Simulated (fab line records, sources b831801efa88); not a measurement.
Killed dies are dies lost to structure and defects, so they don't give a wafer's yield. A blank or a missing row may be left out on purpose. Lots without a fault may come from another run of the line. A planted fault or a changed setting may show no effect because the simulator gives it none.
fab line records | flow sfq_line
record lots=6 wafers=18 last_day=97
route steps=325 shown I6@278 M7@281
lots that met no fault: from a run of the same line without faults
start_h: hours from the record's first day to the start of the lot's first wafer shown | wait_h: hours since the lot's step before | " the same as in the row above | L1.1+2: a row that stands for several wafers | - no value, or no start given | * or withheld: withheld | < > ~ a bound
route shown NAME@n: a module of which the file shows steps, and the number in the route of the first | usual: mean/standard deviation of fault-free wafers | same: alike in all rows | chamber/n: place in a boat | sites: the reading at each site | _std_site: their standard deviation | _edge_site: outer sites' mean less inner sites' | radius_mm: how far each site lies from the wafer's centre | mask NAME#n: copy n | behind: the tool/chamber that last shaped the wafer | hold: why the lot was held/for how many hours/how that ended | device: the transistor (n, p or np) that didn't switch | end of line: the same wafers' tests at the end of the route | a step without rows: its recipe alone | killed: dies lost to structure and defects at the first sort, not the wafer's yield | map: a wafer's dies, x killed, . not, _ none there
set.NAME: the setting as run; set.NAME@STEP: as run at that earlier step | model.NAME: the simulator's own value behind a step, which no gauge read
lots at some steps of the route; a table a step, a row a wafer
services: from which hour (start_h, from the record's first day; less than 0 if before it) a tool's chamber was out of use, for how many hours, and why
## steps
# step SFQ_TRILAYER_I6_VIA_ETCH_VIA_ETCH_172
# recipe target=SiO2 stop_on=Nb mask_material=PR taper_deg=20 chemistry=CHF3 target_depth_nm=260 source_w=515.2 bias_w=80 pressure_mtorr=30 time_s=withheld
# usual bias_w=79.98/0.21 drypump_motor_current_A=5.7/0.62 oes_product_au=0.854/0.0053
# columns lot.wafer tool chamber start_h wait_h bias_w drypump_motor_current_A oes_product_au
L205.2 rie_diel-04 1 1856.37 0.0 79.69 5.4 0.857
L205.3 " 0 " " 80.16 5.6 0.852
L205.4 " 2 " " 80.07 6.4 0.857
L219.1 rie_diel-04 3 1965.95 0.0 79.88 4.7 0.855
L219.2 " 0 " " 79.98 5.7 0.851
L219.4 " 2 " " 79.68 6.4 0.849
L222.1 rie_diel-04 0 1975.19 0.0 80.08 5.6 0.858
L222.3 " 2 " " 80.10 6.4 0.852
L222.4 " 3 " " 79.94 4.7 0.851
L223.1 rie_diel-03 0 2113.69 0.0 79.87 5.6 0.844
L223.2 " 2 " " 79.97 6.4 0.854
L223.6 " 0 " " 79.65 5.6 0.849
L224.1 rie_diel-04 0 2143.18 0.0 79.99 5.6 0.856
L224.5 " 3 " " 79.70 4.7 0.861
L224.6 " 0 " " 80.01 5.7 0.860
L225.2 rie_diel-03 0 2144.38 0.0 80.10 5.6 0.859
L225.3 " 1 " " 80.05 6.3 0.864
L225.4 " 3 " " 79.94 4.8 0.852
# step SFQ_TRILAYER_I6_VIA_STRIP_STRIP_173
# recipe gas=O2 power_w=200 platen_temp_c=40 overash_fraction=0.65 chemistry=O2 pressure_mtorr=50
# usual drypump_motor_current_A=5.7/0.54 oes_product_au=1.000/0.0082
# same overash_fraction=0.65
# columns lot.wafer tool chamber start_h wait_h drypump_motor_current_A oes_product_au rf_hours_counter_h
L205.2 rie_metal-04 1 1856.48 - 6.2 1.007 69
L205.3 " 1 " " 6.2 0.997 -
L205.4 " 0 " " 5.6 1.001 -
L219.1 rie_metal-02 1 1966.07 - 6.3 1.011 108
L219.2 " 1 " " 6.3 1.003 -
L219.4 " 1 " " 6.3 1.012 -
L222.1 rie_metal-03 1 1975.31 - 4.8 0.999 118
L222.3 " 0 " " 5.5 1.011 -
L222.4 " 1 " " 4.9 1.000 -
L223.1 rie_metal-02 0 2113.80 - 6.0 1.002 19
L223.2 " 0 " " 6.0 0.991 -
L223.6 " 0 " " 6.0 0.985 -
L224.1 rie_metal-02 0 2143.29 - 6.0 0.994 25
L224.5 " 1 " " 6.3 0.996 -
L224.6 " 0 " " 6.0 0.992 -
L225.2 rie_metal-03 0 2144.49 - 5.5 0.990 83
L225.3 " 0 " " 5.6 1.003 -
L225.4 " 1 " " 4.9 0.996 -
# step SFQ_TRILAYER_I6_VIA_STRIP_SOLV_CLEAN_174
# recipe chemistry=NMP temp_c=70 time_s=600
# step SFQ_TRILAYER_M7_DEP_PRE_CLEAN_176
# recipe gas=Ar time_s=22.5 bias_v=250
# step SFQ_TRILAYER_M7_DEP_SPUTTER_175
# recipe material=Nb base_pressure_pa=1.33e-06 chamber_pressure_pa=0.1333 substrate_temp_c=20 target_thk_nm=200 power_w=2000 time_s=127.5
# usual base_pressure_pa=1.32e-06/8.7e-08 throttle_valve_pct=29.6/1.1
# columns lot.wafer tool chamber start_h wait_h base_pressure_pa throttle_valve_pct
L205.2 pvd_sputter-04 - 1857.29 0.0 1.26e-06 29.1
L205.3 " - " " 1.33e-06 30.4
L205.4 " - " " 1.27e-06 29.6
L219.1 pvd_sputter-05 - 1967.47 0.0 1.28e-06 29.5
L219.2 " - " " 1.26e-06 31.0
L219.4 " - " " 1.31e-06 30.3
L222.1 pvd_sputter-05 - 1976.11 0.0 1.48e-06 29.6
L222.3 " - " " 1.23e-06 30.3
L222.4 " - " " 1.31e-06 30.8
L223.1 pvd_sputter-05 - 2115.21 0.0 1.27e-06 29.3
L223.2 " - " " 1.39e-06 31.1
L223.6 " - " " 1.44e-06 29.5
L224.1 pvd_sputter-05 - 2144.10 0.0 1.38e-06 30.2
L224.5 " - " " 1.48e-06 29.4
L224.6 " - " " 1.36e-06 30.7
L225.2 pvd_sputter-04 - 2145.30 0.0 1.28e-06 29.1
L225.3 " - " " 1.25e-06 28.5
L225.4 " - " " 1.2e-06 30.2
# step SFQ_M7_RS_MEAS_943
# recipe thk_meas_gauge=four-point-probe reads=Nb_of_TRILAYER_M7_DEP_SPUTTER_175
# usual M7_NB_RS=0.925/0.0069
# columns lot.wafer tool chamber start_h wait_h M7_NB_RS[ohm/sq]
L205.2 film_metro-04 - 1857.40 0.1 0.917
L205.3 " - " " 0.922
L205.4 " - " " 0.924
L219.1 film_metro-03 - 1967.56 0.0 0.916
L219.2 " - " " 0.928
L219.4 " - " " 0.926
L222.1 film_metro-01 - 1976.20 0.0 0.931
L222.3 " - " " 0.928
L222.4 " - " " 0.932
L223.1 film_metro-01 - 2115.30 0.0 0.923
L223.2 " - " " 0.926
L223.6 " - " " 0.935
L224.1 film_metro-03 - 2144.19 0.0 0.931
L224.5 " - " " 0.929
L224.6 " - " " 0.928
L225.2 film_metro-01 - 2145.41 0.1 0.935
L225.3 " - " " 0.935
L225.4 " - " " 0.941
# step SFQ_TRILAYER_M7_LITHO_COAT_182
# recipe resist=BARC spin_rpm=3000 resist_thk_nm=62
# step SFQ_TRILAYER_M7_LITHO_COAT_177
# recipe resist=KrF spin_rpm=3000 resist_thk_nm=600
# step SFQ_TRILAYER_M7_LITHO_SOFTBAKE_181
# recipe temp_c=withheld time_s=withheld resist=KrF
# step SFQ_TRILAYER_M7_LITHO_EXPOSE_178
# recipe mask_id=M7 na=0.6 source_shape=conventional sigma_outer=0.65 target_cd_nm=500 dose_mj=14.4
# step SFQ_TRILAYER_M7_LITHO_PEB_180
# recipe peb_temp_c=115 peb_time_s=60 resist=KrF
# step SFQ_TRILAYER_M7_LITHO_DEVELOP_179
# recipe time_s=60 resist=KrF
# usual chill_plate_temp_C=22.99/0.11 exhaust_pa=45.0/0.85
# columns lot.wafer tool chamber start_h wait_h chill_plate_temp_C exhaust_pa model.KrF_of_TRILAYER_M7_LITHO_COAT_177.thk_nm
L205.2 litho_track-01 0 1958.60 0.1 22.92 45.3 575.4
L205.3 " 0 " " 22.95 44.5 576.3
L205.4 " 0 " " 22.76 43.5 576.3
L219.1 litho_track-03 0 2067.44 0.1 23.08 46.1 573.5
L219.2 " 0 " " 22.87 46.2 574.2
L219.4 " 0 " " 23.11 45.5 575.2
L222.1 litho_track-03 - 2076.59 0.1 - - 600.4
L222.3 " - " " - - 602.8
L222.4 " - " " - - 600.5
L223.1 litho_track-03 - 2120.03 0.1 - - 599.7
L223.2 " - " " - - 601.6
L223.6 " - " " - - 600.9
L224.1 litho_track-03 0 2146.47 0.1 23.11 45.0 573.1
L224.5 " 0 " " 23.08 44.5 574.6
L224.6 " 0 " " 23.07 45.9 573.8
L225.2 litho_track-03 0 2147.69 0.1 22.89 45.2 573.5
L225.3 " 0 " " 23.00 45.6 571.6
L225.4 " 0 " " 23.04 44.0 574.4
# step SFQ_M7_OVL_MEAS_945
# usual M7_OVL=-3/5.3
# columns lot.wafer tool chamber start_h wait_h M7_OVL[nm]
L205.2 overlay-02 - 1958.73 0.1 -8
L205.3 " - " " -4
L205.4 " - " " -6
L219.1 overlay-01 - 2067.59 0.1 14
L219.2 " - " " 8
L219.4 " - " " 7
L222.1 overlay-02 - 2076.74 0.1 -
L222.3 " - " " -
L222.4 " - " " -
L223.1 overlay-01 - 2120.18 0.1 -
L223.2 " - " " -
L223.6 " - " " -
L224.1 overlay-01 - 2146.62 0.1 -9
L224.5 " - " " -10
L224.6 " - " " -14
L225.2 overlay-01 - 2147.83 0.1 -3
L225.3 " - " " -7
L225.4 " - " " -1
## services
# columns tool chamber start_h hours kind
rie_metal-02 0 1852.21 7.7 repair
pvd_sputter-05 - 1911.50 4.3 repair
rie_diel-03 - 1919.97 1.2 repair
rie_diel-03 - 1922.02 2.8 pm
rie_diel-04 0 1923.44 4.9 repair
rie_metal-03 - 1934.81 0.6 repair
rie_metal-02 - 1941.40 14.6 pm
rie_metal-02 - 1956.69 0.2 repair
pvd_sputter-04 - 1965.82 1.3 repair
pvd_sputter-05 - 1993.85 2.5 repair
rie_diel-04 0 2002.75 2.1 repair
pvd_sputter-05 - 2015.23 3.3 repair
rie_diel-03 3 2022.47 2.0 repair
rie_diel-03 3 2035.00 7.6 repair
pvd_sputter-04 - 2035.31 3.6 repair
rie_diel-04 2 2044.14 3.6 repair
rie_diel-03 3 2052.41 22.2 repair
rie_diel-03 2 2056.15 9.5 repair
rie_diel-04 - 2060.26 14.6 pm
rie_diel-03 - 2060.56 0.5 repair
rie_diel-04 1 2084.84 8.1 repair
pvd_sputter-05 - 2087.79 4.2 repair
pvd_sputter-05 - 2097.30 4.7 repair
rie_diel-03 3 2102.62 8.0 repair
## key
first_sign step=SFQ_TRILAYER_M7_LITHO_DEVELOP_179 reading=tool_record direction=missing
effect none on later readings
model_effect step=SFQ_TRILAYER_M7_LITHO_DEVELOP_179 value=KrF_of_TRILAYER_M7_LITHO_COAT_177.thk_nm without=575.6 struck=601
met_at SFQ_TRILAYER_M7_LITHO_DEVELOP_179
struck_wafers L222.1,L222.3,L222.4,L223.1,L223.2,L223.6
onset_between 2067.44 2076.59
fault kind=skipped_step_whole tool=litho_track-03 chamber=- onset_h=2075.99 steps=SFQ_TRILAYER_M7_LITHO_DEVELOP_179 scope=struck_lots_only
